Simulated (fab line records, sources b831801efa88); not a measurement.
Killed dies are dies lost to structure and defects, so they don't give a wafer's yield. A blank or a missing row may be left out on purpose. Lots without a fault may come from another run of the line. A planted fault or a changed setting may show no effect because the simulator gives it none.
Chamber matching | flow gf180mcu | GF_V3_CMP_04 on cmp-01: 4 sister chambers
The step polishes SiO2. 14 wafers are shown with their chamber, then 7 later ones without.

WAFERS WITH THEIR CHAMBER
wafer  | chamber | motor_current_A (A) | time_to_endpoint_s (s)
L606.1 | 2       | 12.0                | 76
L606.5 | 1       | 10.0                | 78
L606.6 | 0       | 13.1                | 78
L607.1 | 1       | 10.1                | 75
L607.2 | 0       | 13.1                | 74
L607.6 | 3       | 10.6                | 86
L608.2 | 1       | 9.8                 | 76
L608.4 | 0       | 13.3                | 74
L608.6 | 3       | 10.6                | 85
L612.3 | 1       | 10.4                | 79
L612.5 | 1       | 10.3                | 83
L612.6 | 2       | 12.9                | 81
L614.1 | 1       | 10.3                | 78
L614.3 | 3       | 10.3                | 77

SIGNATURES (means of the wafers above)
reading            | chamber 0 | chamber 1 | chamber 2 | chamber 3 | scatter within a chamber
motor_current_A    | 13.167    | 10.150    | 12.450    | 10.500    | 0.273
time_to_endpoint_s | 75.33     | 78.17     | 78.50     | 82.67     | 3.33
Rule: a wafer's distance from a chamber is the root of the sum, over the readings, of the square of ((its reading less the chamber's mean) divided by the reading's scatter). The wafer belongs to the nearest chamber; if the next one is less than 2 further off, it can't be placed. The scatter: the root of (the sum of the squares of (reading less its chamber's mean) over the shown wafers, divided by (wafers less chambers)).

WAFERS WITHOUT THEIR CHAMBER
wafer  | motor_current_A (A) | time_to_endpoint_s (s)
L614.4 | 13.3                | 75
L624.1 | 10.5                | 76
L624.3 | 11.0                | 82
L624.5 | 12.6                | 83
L627.1 | 12.0                | 81
L627.2 | 10.8                | 87
L627.6 | 13.0                | 88

WHICH CHAMBER EACH WENT THROUGH
wafer  | from the rows above     | in truth
L614.4 | 0                       | 0
L624.1 | can't be placed: 1 or 3 | 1
L624.3 | can't be placed: 3 or 1 | 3
L624.5 | can't be placed: 2 or 0 | 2
L627.1 | 2                       | 2
L627.2 | can't be placed: 3 or 1 | 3
L627.6 | can't be placed: 2 or 0 | 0
Placed correctly: 2 of 7. Can't be placed from these rows: 5 (the true chamber is among the candidates in 5). Placed wrongly: 0.
